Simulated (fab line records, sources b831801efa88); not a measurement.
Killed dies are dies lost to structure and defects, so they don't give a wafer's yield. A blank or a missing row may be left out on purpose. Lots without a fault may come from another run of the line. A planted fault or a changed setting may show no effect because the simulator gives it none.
Which tool did it? | flow gf180mcu | 13 lots, 39 wafers sampled, at 2 steps of a route of 602

WHAT THE GAUGES READ, wafer by wafer
GF_HV_LDD_CD_MEAS_46: target cd 400 nm. Usual: cd_nm 400.0 nm, standard deviation 2.5.
lot  | measured     | on        | cd_nm (nm)        | flag
L817 | day 12 09:53 | cd_sem-01 | 398.5 399.2 400.8 |
L819 | day 13 02:16 | cd_sem-02 | 401.7 403.3 402.8 |
L820 | day 13 11:01 | cd_sem-02 | 399.7 400.9 400.5 |
L823 | day 14 06:01 | cd_sem-02 | 395.6 396.5 397.3 |
L824 | day 14 13:48 | cd_sem-02 | 399.3 398.4 398.1 |
L822 | day 14 15:49 | cd_sem-02 | 399.6 397.1 400.4 |
L829 | day 16 08:53 | cd_sem-01 | 399.6 397.7 399.4 |
L833 | day 17 18:50 | cd_sem-02 | 397.9 400.2 400.1 |
L835 | day 18 06:55 | cd_sem-01 | 398.2 400.9 399.5 |
L837 | day 18 22:19 | cd_sem-01 | 400.9 399.3 402.1 |
L839 | day 19 17:14 | cd_sem-02 | 395.0 394.3 395.7 |
L840 | day 20 07:41 | cd_sem-01 | 402.8 401.7 402.4 |
L834 | day 21 04:58 | cd_sem-01 | 402.5 401.0 401.8 |

GF_HV_LDD_OVL_MEAS_47. Usual: HV_LDD_03_OVL 0.1 nm, standard deviation 1.3.
lot  | measured     | on         | HV_LDD_03_OVL (nm) | flag
L817 | day 12 10:01 | overlay-01 | -2.3 0.4 -2.8      |
L819 | day 13 02:23 | overlay-01 | -1.0 -0.2 -1.1     |
L820 | day 13 11:08 | overlay-01 | -0.6 -0.4 0.5      |
L823 | day 14 06:08 | overlay-01 | -0.8 -0.2 0.0      |
L824 | day 14 13:54 | overlay-01 | -1.5 -2.3 -1.4     |
L822 | day 14 15:56 | overlay-01 | 0.0 -0.8 -0.1      |
L829 | day 16 09:01 | overlay-01 | 4.2 1.3 1.0        |
L833 | day 17 18:58 | overlay-01 | -0.1 -0.2 -0.1     |
L835 | day 18 07:02 | overlay-02 | 1.0 1.1 0.6        |
L837 | day 18 22:26 | overlay-02 | 0.3 3.0 3.0        |
L839 | day 19 17:21 | overlay-01 | -0.8 1.9 -0.5      |
L840 | day 20 07:48 | overlay-02 | 1.8 1.0 0.4        |
L834 | day 21 05:05 | overlay-02 | 1.6 0.9 3.0        |

WHICH TOOL RAN EACH LOT (tool, then ch and the chambers of the sampled wafers, then the start)
The record holds no process step before these readings.

WHAT THE TOOLS THEMSELVES READ (means of the sampled wafers that have a number; where no wafer has one, the mark that the record gives instead)
The record holds no such reading with a usual standard deviation.

THE ANSWER, worked out from the rows above alone
Rule: a lot is off if the mean of its wafers that have a number lies more than 3 standard deviations from the usual mean. A lot without any number at a reading at which 4 lots or more have one is off too. The other lots that the step has rows for count as sound. The gauges are gone through in route order, then the tools' own readings, and for those a lot's mean is taken as printed above. The first step at which some lot is off is used, and at that step the reading that is off furthest; a lot without a number counts as furthest.
No lot is off at any reading shown: from this, nothing can be told.

WHAT THE SIMULATOR HAD PUT IN
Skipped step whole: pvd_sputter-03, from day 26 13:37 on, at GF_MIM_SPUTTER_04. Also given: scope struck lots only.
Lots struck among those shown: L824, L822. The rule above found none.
